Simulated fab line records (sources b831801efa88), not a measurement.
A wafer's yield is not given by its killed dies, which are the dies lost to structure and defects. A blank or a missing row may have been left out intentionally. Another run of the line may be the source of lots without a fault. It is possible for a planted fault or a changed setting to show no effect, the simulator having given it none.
fab line records | flow sky130
[record] lots = 12 | wafers = 34 | last_day = 50
route steps=708 shown GATE_OXIDE@200 LDD_N@244 LDD_HVP@285 SD_N@351 PAD_OPEN@708
lots that met no fault: from a run of the same line without faults
start_h: hours from the record's opening day to when the first of the lot's shown wafers began | wait_h: time in hours since the lot's previous step | " as in the row above | L1.1+2: one row covering several wafers at once | - no value, or no start given | * or withheld: withheld | < > ~ a bound
route shown NAME@n: names a module that has steps shown in the file, with the first one's number in the route | usual: mean and standard deviation over wafers with no fault | same: alike in all rows | chamber/n: place in a boat | sites: the reading at each site | _std_site: the values' standard deviation | _edge_site: the outer-site mean with the inner-site mean subtracted | radius_mm: how far each site lies from the wafer's centre | mask NAME#n: copy n | behind: the tool/chamber that last shaped the wafer | hold: why the lot went on hold/how many hours it stayed there/how the hold came to an end | device: whichever transistor did not switch (one of n, p or np) | end of line: the tests these same wafers got at the end of their route | a step given without rows: its recipe and nothing more | killed: dies that structure and defects cost at the first sort, which is not the same as the wafer's yield | map: shows each die of a wafer: x if killed, . if not, _ if none is there
set.NAME: the setting that was run; set.NAME@STEP: the one run at that earlier step | model.NAME: the simulator's own value behind a step, which no gauge read
a sample of lots followed through the steps of the route, with each step as a table and each wafer as a row
services: a tool's chamber out of use, with start hour (start_h, from the record's first day; less than 0 if before it), hours out, and reason
[[steps]]
[step SKY_GATE_OXIDE_STRIP_13]
[recipe] chemistry = O2/N2 | power_w = 1400 | pressure_mtorr = 1500 | platen_temp_c = withheld | o2_flow_sccm = 3000 | n2_flow_sccm = 300 | overash_fraction = 0.5
[usual] drypump_motor_current_A = 5.9/0.4 | oes_product_au = 0.715/0.0043 | strip_time_to_endpoint_s = 14.20/0.033
lot.wafer | tool            | chamber | start_h | wait_h | drypump_motor_current_A | oes_product_au | rf_hours_counter_h | strip_time_to_endpoint_s
L951.1    | plasma_asher-02 | 0       | 315.34  | 0.0    | 6.6                     | 0.710          | 58                 | 14.21
L951.2    | "               | 1       | "       | "      | 5.7                     | 0.720          | 58                 | 14.16
L951.6    | "               | 0       | "       | "      | 6.6                     | 0.718          | -                  | 14.22
L952.3    | plasma_asher-03 | 0       | 327.53  | 0.0    | 5.4                     | 0.712          | -                  | 14.19
L952.5    | "               | 0       | "       | "      | 5.4                     | 0.714          | -                  | 14.22
L952.6    | "               | 1       | "       | "      | 6.3                     | 0.714          | -                  | 14.21
L953.3    | plasma_asher-04 | 0       | 338.76  | 0.0    | 5.6                     | 0.716          | -                  | 14.15
L953.4    | "               | 1       | "       | "      | 6.0                     | 0.720          | -                  | 14.14
L953.5    | "               | 0       | "       | "      | 5.6                     | 0.713          | -                  | 14.15
L954.3    | plasma_asher-02 | 1       | 342.42  | 0.0    | 5.8                     | 0.715          | -                  | 14.13
L954.5    | "               | 1       | "       | "      | 5.7                     | 0.719          | -                  | 14.11
L954.6    | "               | 0       | "       | "      | 6.6                     | 0.713          | -                  | 14.17
L956.3    | plasma_asher-02 | 1       | 360.42  | 0.0    | 5.8                     | 0.716          | -                  | 14.19
L956.6    | "               | 0       | "       | "      | 6.6                     | 0.714          | -                  | 14.20
L957.1    | plasma_asher-02 | 0       | 367.09  | 0.0    | 6.5                     | 0.717          | 63                 | 14.20
L957.3    | "               | 0       | "       | "      | 6.5                     | 0.715          | -                  | 14.22
L964.2    | plasma_asher-03 | 0       | 429.34  | 0.0    | 5.4                     | 0.717          | 75                 | 14.24
L964.3    | "               | 0       | "       | "      | 5.4                     | 0.712          | -                  | 14.24
L964.6    | "               | 1       | "       | "      | 6.4                     | 0.723          | -                  | 14.28
L965.2    | plasma_asher-02 | 0       | 432.35  | 0.0    | 6.6                     | 0.710          | 0                  | 14.23
L965.5    | "               | 1       | "       | "      | 5.8                     | 0.720          | -                  | 14.23
L965.6    | "               | 0       | "       | "      | 6.6                     | 0.719          | -                  | 14.21
L968.3    | plasma_asher-03 | 0       | 469.00  | 0.0    | 5.4                     | 0.710          | -                  | 14.17
L968.5    | "               | 1       | "       | "      | 6.4                     | 0.714          | -                  | 14.21
L968.6    | "               | 0       | "       | "      | 5.4                     | 0.722          | -                  | 14.21
L969.2    | plasma_asher-02 | 1       | 475.82  | 0.0    | 5.8                     | 0.717          | 4                  | 14.21
L969.5    | "               | 0       | "       | "      | 6.5                     | 0.714          | -                  | 14.24
L969.6    | "               | 1       | "       | "      | 5.8                     | 0.715          | -                  | 14.21
L970.2    | plasma_asher-04 | 0       | 484.79  | 0.0    | 5.6                     | 0.717          | 68                 | 14.23
L970.3    | "               | 1       | "       | "      | 6.0                     | 0.710          | -                  | 14.24
L970.4    | "               | 0       | "       | "      | 5.6                     | 0.715          | -                  | 14.19
L971.4    | plasma_asher-03 | 0       | 485.67  | 0.0    | 5.4                     | 0.720          | -                  | 14.18
L971.5    | "               | 0       | "       | "      | 5.4                     | 0.712          | -                  | 14.17
L971.6    | "               | 1       | "       | "      | 6.4                     | 0.715          | -                  | 14.15
[step SKY_LDD_N_OVL_MEAS_07]
[usual] LDD_N_OVL = 0.4/1.2
lot.wafer | tool       | chamber | start_h | wait_h | LDD_N_OVL[nm]
L951.1    | overlay-01 | -       | 408.31  | 0.1    | 0.4
L951.2    | "          | -       | "       | "      | 0.3
L951.6    | "          | -       | "       | "      | -0.5
L952.3    | overlay-02 | -       | 424.26  | 0.1    | 1.9
L952.5    | "          | -       | "       | "      | 1.0
L952.6    | "          | -       | "       | "      | 1.6
L953.3    | overlay-02 | -       | 436.66  | 0.1    | 1.9
L953.4    | "          | -       | "       | "      | 0.5
L953.5    | "          | -       | "       | "      | 0.8
L954.3    | overlay-02 | -       | 437.72  | 0.1    | 0.0
L954.5    | "          | -       | "       | "      | 1.4
L954.6    | "          | -       | "       | "      | 0.6
L956.3    | overlay-02 | -       | 460.24  | 0.1    | 1.0
L956.6    | "          | -       | "       | "      | 1.8
L957.1    | overlay-02 | -       | 466.25  | 0.1    | 0.1
L957.3    | "          | -       | "       | "      | 0.8
L964.2    | overlay-02 | -       | 530.52  | 0.1    | 1.5
L964.3    | "          | -       | "       | "      | 1.2
L964.6    | "          | -       | "       | "      | -0.3
L965.2    | overlay-01 | -       | 531.12  | 0.1    | -1.0
L965.5    | "          | -       | "       | "      | -2.0
L965.6    | "          | -       | "       | "      | -0.1
L968.3    | overlay-01 | -       | 566.31  | 0.1    | 0.3
L968.5    | "          | -       | "       | "      | -0.6
L968.6    | "          | -       | "       | "      | 0.2
L969.2    | overlay-02 | -       | 573.56  | 0.1    | -0.7
L969.5    | "          | -       | "       | "      | 2.1
L969.6    | "          | -       | "       | "      | 1.0
L970.2    | overlay-01 | -       | 581.22  | 0.1    | 0.3
L970.3    | "          | -       | "       | "      | 0.8
L970.4    | "          | -       | "       | "      | 0.8
L971.4    | overlay-02 | -       | 583.33  | 0.1    | -1.3
L971.5    | "          | -       | "       | "      | -1.6
L971.6    | "          | -       | "       | "      | -0.3
[step SKY_LDD_HVP_OVL_MEAS_07]
[usual] LDD_HVP_OVL = -1.1/1.6
lot.wafer | tool       | chamber | start_h | wait_h | LDD_HVP_OVL[nm]
L951.1    | overlay-01 | -       | 501.58  | 0.1    | -1.3
L951.2    | "          | -       | "       | "      | 1.0
L951.6    | "          | -       | "       | "      | -0.3
L952.3    | overlay-01 | -       | 517.92  | 0.1    | -2.1
L952.5    | "          | -       | "       | "      | 0.1
L952.6    | "          | -       | "       | "      | -0.2
L953.3    | overlay-02 | -       | 530.41  | 0.1    | -2.8
L953.4    | "          | -       | "       | "      | -2.2
L953.5    | "          | -       | "       | "      | -3.8
L954.3    | overlay-01 | -       | 537.77  | 0.1    | -2.5
L954.5    | "          | -       | "       | "      | -2.8
L954.6    | "          | -       | "       | "      | -2.3
L956.3    | overlay-01 | -       | 551.97  | 0.1    | 0.7
L956.6    | "          | -       | "       | "      | 0.0
L957.1    | overlay-01 | -       | 558.69  | 0.1    | -2.6
L957.3    | "          | -       | "       | "      | -2.2
L964.2    | overlay-02 | -       | 621.55  | 0.1    | -1.2
L964.3    | "          | -       | "       | "      | -1.1
L964.6    | "          | -       | "       | "      | 0.6
L965.2    | overlay-01 | -       | 621.62  | 0.1    | -0.7
L965.5    | "          | -       | "       | "      | -2.0
L965.6    | "          | -       | "       | "      | -1.5
L968.3    | overlay-01 | -       | 655.67  | 0.1    | -1.8
L968.5    | "          | -       | "       | "      | -1.4
L968.6    | "          | -       | "       | "      | -2.8
L969.2    | overlay-02 | -       | 661.57  | 0.1    | 2.0
L969.5    | "          | -       | "       | "      | 1.2
L969.6    | "          | -       | "       | "      | 1.2
L970.2    | overlay-01 | -       | 669.52  | 0.1    | -2.1
L970.3    | "          | -       | "       | "      | -3.6
L970.4    | "          | -       | "       | "      | -2.7
L971.4    | overlay-02 | -       | 671.03  | 0.1    | -1.4
L971.5    | "          | -       | "       | "      | -1.6
L971.6    | "          | -       | "       | "      | -1.9
[step SKY_SD_N_IMPLANT_09]
[recipe] species = As | energy_kev = 50 | dose_cm2 = 4e+15 | tilt_deg = 0
[usual] beam_on_s = 19.8/0.88 | faraday_current_uA = 11092/490
lot.wafer | tool         | chamber | start_h | wait_h | beam_on_s | faraday_current_uA
L951.1    | implanter-02 | 0       | 651.32  | 0.0    | 20.2      | 10829
L951.2    | "            | 0       | "       | "      | 20.7      | 10601
L951.6    | "            | 0       | "       | "      | 20.6      | 10663
L952.3    | implanter-04 | 0       | 665.38  | 0.1    | 19.4      | 11265
L952.5    | "            | 0       | "       | "      | 19.4      | 11265
L952.6    | "            | 0       | "       | "      | 20.3      | 10834
L953.3    | implanter-04 | 0       | 679.12  | 0.1    | 20.0      | 11026
L953.4    | "            | 0       | "       | "      | 20.3      | 10858
L953.5    | "            | 0       | "       | "      | 20.3      | 10817
L954.3    | implanter-04 | 0       | 686.38  | 0.1    | 19.7      | 11160
L954.5    | "            | 0       | "       | "      | 20.6      | 10712
L954.6    | "            | 0       | "       | "      | 15.7      | 13943
L956.3    | implanter-04 | 0       | 698.87  | 0.1    | 20.4      | 10800
L956.6    | "            | 0       | "       | "      | 15.5      | 14004
L957.1    | implanter-04 | 0       | 704.58  | 0.0    | 15.9      | 13772
L957.3    | "            | 0       | "       | "      | 20.5      | 10696
L964.2    | implanter-04 | 0       | 762.76  | 0.0    | 20.2      | 10833
L964.3    | "            | 0       | "       | "      | 21.4      | 10178
L964.6    | "            | 0       | "       | "      | 20.4      | 10761
L965.2    | implanter-02 | 0       | 765.46  | 0.0    | 19.9      | 11055
L965.5    | "            | 0       | "       | "      | 19.5      | 11206
L965.6    | "            | 0       | "       | "      | 20.9      | 10476
L968.3    | implanter-04 | 0       | 796.47  | 0.1    | 20.5      | 10736
L968.5    | "            | 0       | "       | "      | 20.0      | 10961
L968.6    | "            | 0       | "       | "      | 20.2      | 10836
L969.2    | implanter-04 | 0       | 803.68  | 0.0    | 20.1      | 10923
L969.5    | "            | 0       | "       | "      | 20.0      | 10989
L969.6    | "            | 0       | "       | "      | 20.2      | 10833
L970.2    | implanter-03 | 0       | 808.94  | 0.0    | 18.5      | 11854
L970.3    | "            | 0       | "       | "      | 18.3      | 11999
L970.4    | "            | 0       | "       | "      | 18.4      | 11929
L971.4    | implanter-03 | 0       | 810.99  | 0.2    | 18.3      | 11950
L971.5    | "            | 0       | "       | "      | 17.8      | 12291
L971.6    | "            | 0       | "       | "      | 18.8      | 11725
[step SKY_SD_N_STRIP_11]
[recipe] chemistry = O2/N2 | power_w = 1400 | pressure_mtorr = 1500 | platen_temp_c = withheld | o2_flow_sccm = 3000 | n2_flow_sccm = 300 | overash_fraction = 0.5
[usual] drypump_motor_current_A = 5.4/0.53 | oes_product_au = 0.528/0.0045 | strip_time_to_endpoint_s = 22.55/0.045
lot.wafer | tool            | chamber | start_h | wait_h | drypump_motor_current_A | oes_product_au | rf_hours_counter_h | strip_time_to_endpoint_s
L951.1    | plasma_asher-01 | 0       | 651.62  | 0.1    | 5.0                     | 0.533          | 54                 | 22.58
L951.2    | "               | 1       | "       | "      | 4.8                     | 0.528          | 54                 | 22.54
L951.6    | "               | 0       | "       | "      | 5.0                     | 0.533          | -                  | 22.59
L952.3    | plasma_asher-01 | 1       | 665.67  | 0.1    | 4.8                     | 0.526          | -                  | 22.58
L952.5    | "               | 0       | "       | "      | 5.0                     | 0.532          | -                  | 22.57
L952.6    | "               | 1       | "       | "      | 4.8                     | 0.519          | -                  | 22.60
L953.3    | plasma_asher-01 | 0       | 679.40  | 0.1    | 5.0                     | 0.534          | -                  | 22.55
L953.4    | "               | 1       | "       | "      | 4.8                     | 0.524          | -                  | 22.52
L953.5    | "               | 1       | "       | "      | 4.8                     | 0.525          | -                  | 22.53
L954.3    | plasma_asher-01 | 0       | 686.67  | 0.1    | 5.0                     | 0.527          | -                  | 22.59
L954.5    | "               | 0       | "       | "      | 5.0                     | 0.518          | -                  | 22.53
L954.6    | "               | 1       | "       | "      | 4.8                     | 0.541          | -                  | 21.66
L956.3    | plasma_asher-04 | 0       | 699.15  | 0.1    | 5.6                     | 0.527          | -                  | 22.55
L956.6    | "               | 0       | "       | "      | 5.6                     | 0.549          | -                  | 21.61
L957.1    | plasma_asher-04 | 1       | 704.88  | 0.1    | 6.0                     | 0.545          | 90                 | 21.58
L957.3    | "               | 1       | "       | "      | 6.0                     | 0.534          | -                  | 22.49
L964.2    | plasma_asher-03 | 0       | 763.03  | 0.1    | 5.4                     | 0.526          | 3                  | 22.56
L964.3    | "               | 1       | "       | "      | 6.3                     | 0.526          | -                  | 22.59
L964.6    | "               | 1       | "       | "      | 6.3                     | 0.525          | -                  | 22.58
L965.2    | plasma_asher-04 | 1       | 765.73  | 0.1    | 6.0                     | 0.524          | 97                 | 22.62
L965.5    | "               | 1       | "       | "      | 6.0                     | 0.526          | -                  | 22.64
L965.6    | "               | 0       | "       | "      | 5.6                     | 0.528          | -                  | 22.62
L968.3    | plasma_asher-04 | 1       | 797.00  | 0.2    | 6.0                     | 0.524          | -                  | 22.54
L968.5    | "               | 1       | "       | "      | 6.0                     | 0.524          | -                  | 22.57
L968.6    | "               | 0       | "       | "      | 5.6                     | 0.526          | -                  | 22.51
L969.2    | plasma_asher-04 | 0       | 803.96  | 0.1    | 5.6                     | 0.531          | 101                | 22.54
L969.5    | "               | 1       | "       | "      | 6.0                     | 0.533          | -                  | 22.51
L969.6    | "               | 0       | "       | "      | 5.6                     | 0.521          | -                  | 22.47
L970.2    | plasma_asher-01 | 1       | 809.22  | 0.1    | 4.8                     | 0.526          | 70                 | 22.50
L970.3    | "               | 0       | "       | "      | 5.0                     | 0.526          | -                  | 22.46
L970.4    | "               | 1       | "       | "      | 4.8                     | 0.527          | -                  | 22.56
L971.4    | plasma_asher-01 | 0       | 811.25  | 0.1    | 4.9                     | 0.520          | -                  | 22.55
L971.5    | "               | 1       | "       | "      | 4.8                     | 0.530          | -                  | 22.47
L971.6    | "               | 0       | "       | "      | 5.0                     | 0.527          | -                  | 22.53
[step SKY_SD_N_RS_MEAS_16]
[recipe] thk_meas_gauge = four-point-probe
[usual] SD_N_RS = 68.56/0.12
lot.wafer | tool          | chamber | start_h | wait_h | SD_N_RS[ohm/sq]
L951.1    | film_metro-04 | -       | 652.00  | 0.1    | 68.63
L951.2    | "             | -       | "       | "      | 68.63
L951.6    | "             | -       | "       | "      | 68.63
L952.3    | film_metro-02 | -       | 666.06  | 0.1    | 68.44
L952.5    | "             | -       | "       | "      | 68.65
L952.6    | "             | -       | "       | "      | 68.60
L953.3    | film_metro-04 | -       | 679.79  | 0.1    | 68.52
L953.4    | "             | -       | "       | "      | 68.61
L953.5    | "             | -       | "       | "      | 68.52
L954.3    | film_metro-04 | -       | 687.06  | 0.1    | 68.75
L954.5    | "             | -       | "       | "      | 68.69
L954.6    | "             | -       | "       | "      | 71.00
L956.3    | film_metro-04 | -       | 699.54  | 0.1    | 68.62
L956.6    | "             | -       | "       | "      | 70.93
L957.1    | film_metro-03 | -       | 705.27  | 0.1    | 71.43
L957.3    | "             | -       | "       | "      | 68.66
L964.2    | film_metro-04 | -       | 763.44  | 0.1    | 68.41
L964.3    | "             | -       | "       | "      | 68.40
L964.6    | "             | -       | "       | "      | 68.51
L965.2    | film_metro-02 | -       | 766.15  | 0.1    | 68.32
L965.5    | "             | -       | "       | "      | 68.51
L965.6    | "             | -       | "       | "      | 68.55
L968.3    | film_metro-03 | -       | 797.39  | 0.1    | 68.71
L968.5    | "             | -       | "       | "      | 68.47
L968.6    | "             | -       | "       | "      | 68.58
L969.2    | film_metro-04 | -       | 804.41  | 0.1    | 68.23
L969.5    | "             | -       | "       | "      | 68.49
L969.6    | "             | -       | "       | "      | 68.52
L970.2    | film_metro-04 | -       | 809.62  | 0.1    | 68.59
L970.3    | "             | -       | "       | "      | 68.59
L970.4    | "             | -       | "       | "      | 68.52
L971.4    | film_metro-02 | -       | 811.66  | 0.1    | 68.49
L971.5    | "             | -       | "       | "      | 68.51
L971.6    | "             | -       | "       | "      | 68.55
[step SKY_PAD_OPEN_PROBE_99]
[usual] killed_at_M0_to_M3 = 43/7.7 | killed_at_M4_up = 3.1/1.7 | killed_at_contacts = 23/4.8 | killed_at_front_end = 15/4.5 | killed_at_other = 0.3/0.58 | killed_dies = 85/10 | killed_open = 46/7.5 | killed_short = 38/6.5
[same] gross_dies = 492 | killed_at_back_side = 0
lot.wafer | tool      | chamber | start_h | wait_h | killed_at_M0_to_M3 | killed_at_M4_up | killed_at_contacts | killed_at_front_end | killed_at_other | killed_dies | killed_open | killed_short
L957.1    | prober-02 | -       | 1116.69 | 0.1    | 42                 | 3               | 23                 | 20                  | 1               | 89          | 47          | 41
// killed by level:class
L957.1 CONTACT:geometric_particle:open=11 VIA1:geometric_particle:open=8 VIA2:geometric_particle:open=7 METAL2:geometric_particle:short=7 CONTACT:geometric_particle:short=6 POLY_GATE:geometric_particle:open=5 VIA1:geometric_particle:short=5 METAL2:geometric_particle:open=4
[[services]]
tool            | chamber | start_h | hours | kind
implanter-03    | -       | 292.56  | 2.3   | repair
plasma_asher-04 | -       | 325.94  | 1.6   | repair
implanter-04    | -       | 350.03  | 2.2   | repair
plasma_asher-01 | -       | 355.95  | 0.8   | repair
plasma_asher-03 | -       | 419.42  | 1.1   | repair
plasma_asher-02 | -       | 421.25  | 9.0   | pm
plasma_asher-02 | -       | 426.04  | 0.7   | repair
plasma_asher-01 | -       | 442.52  | 1.5   | repair
implanter-04    | -       | 445.91  | 3.2   | pm
plasma_asher-02 | -       | 446.25  | 10.6  | repair
plasma_asher-02 | -       | 486.81  | 1.3   | repair
plasma_asher-04 | -       | 510.76  | 3.4   | repair
implanter-04    | -       | 554.14  | 6.3   | repair
plasma_asher-02 | -       | 597.31  | 1.0   | repair
implanter-04    | -       | 625.59  | 3.5   | repair
implanter-04    | -       | 635.79  | 5.4   | pm
implanter-04    | -       | 658.54  | 3.7   | repair
plasma_asher-01 | -       | 676.49  | 2.8   | pm
plasma_asher-01 | -       | 690.03  | 4.9   | repair
plasma_asher-01 | -       | 708.49  | 2.0   | repair
plasma_asher-04 | -       | 714.13  | 0.5   | repair
plasma_asher-03 | -       | 733.75  | 9.0   | pm
plasma_asher-02 | -       | 741.02  | 45.4  | pm
implanter-04    | -       | 806.78  | 23.2  | pm
[[key]]
[first_sign] step = SKY_SD_N_IMPLANT_09 | reading = faraday_current_uA | direction = up | sigmas = 5.7 | usual = 11092 | struck = 13906
[effect] step = SKY_SD_N_IMPLANT_09 | reading = beam_on_s | direction = down | sigmas = 4.7 | usual = 19.8 | struck = 15.7
[effect] step = SKY_SD_N_STRIP_11 | reading = strip_time_to_endpoint_s | direction = down | sigmas = 21 | usual = * | struck = *
[effect] step = SKY_SD_N_RS_MEAS_16 | reading = SD_N_RS | direction = up | sigmas = 22 | usual = 68.56 | struck = 71.12
met_at SKY_SD_N_IMPLANT_09
struck_lots L954,L956,L957
struck_wafers L954.6,L956.6,L957.1
tester_left_out L954,L956,L957
not_acting_at SKY_GATE_OXIDE_STRIP_13,SKY_LDD_N_OVL_MEAS_07,SKY_LDD_HVP_OVL_MEAS_07
onset_between 679.12 686.38
[fault] kind = process_parameter_drift | tool = implanter-04 | chamber = - | onset_h = 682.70 | steps = SKY_SD_N_IMPLANT_09 | channel = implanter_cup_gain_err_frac | offset = 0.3 | shape = step | end_h = 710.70 | scope = struck_wafers_only
// tester_left_out: of these lots the tester's yield and bins aren't shown, on N5 and GAA mostly nor the transistor test; their killed dies are dies lost to structure and defects alone, not to doping, threshold or leakage, so they don't give the yield
